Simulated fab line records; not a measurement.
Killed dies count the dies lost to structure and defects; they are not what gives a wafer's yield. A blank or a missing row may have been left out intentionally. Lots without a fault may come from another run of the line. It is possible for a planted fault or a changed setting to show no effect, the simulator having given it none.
Which tool was responsible?    flow sky130    18 wafers sampled from 6 lots at 1 step of a route of 708

## WHAT THE GAUGES READ, wafer by wafer
SKY_VT_ADJUST_HVTP_OVL_MEAS_08.
lot   measured      on          VT_ADJUST_HVTP_OVL (nm)
L123  day 6 05:40   overlay-02  1.2 2.4 3.1
L130  day 8 20:11   overlay-02  1.0 1.3 -0.1
L133  day 9 01:46   overlay-02  2.6 1.2 2.6
L136  day 10 02:27  overlay-02  2.7 3.8 1.0
L140  day 10 20:12  overlay-02  2.9 2.6 3.9
L144  day 11 22:37  overlay-01  1.9 1.4 2.5

## WHICH TOOL RAN EACH LOT (tool, then ch and the chambers of the sampled wafers, then the start)
The record shows no process step preceding these readings.

## THE ANSWER, worked out from the rows above alone
Rule: the lots themselves supply what counts as usual. The widest of any qualifying gaps counts: lots, ordered by their means at a reading, are off when they make up no more than a third of the lots, leave a main group of 4 or more, and stand apart from it by 3 or more times the standard deviation of that group's means. Not used: any main group whose means are identical at the precision the tables above print for the reading. Also off: a lot with no number at a reading for which 4 or more lots have one. Any other lot the step has rows for is counted as sound.
No lot is off at any reading shown: from this, nothing can be told.

## WHAT HAD BEEN PUT IN BY THE SIMULATOR
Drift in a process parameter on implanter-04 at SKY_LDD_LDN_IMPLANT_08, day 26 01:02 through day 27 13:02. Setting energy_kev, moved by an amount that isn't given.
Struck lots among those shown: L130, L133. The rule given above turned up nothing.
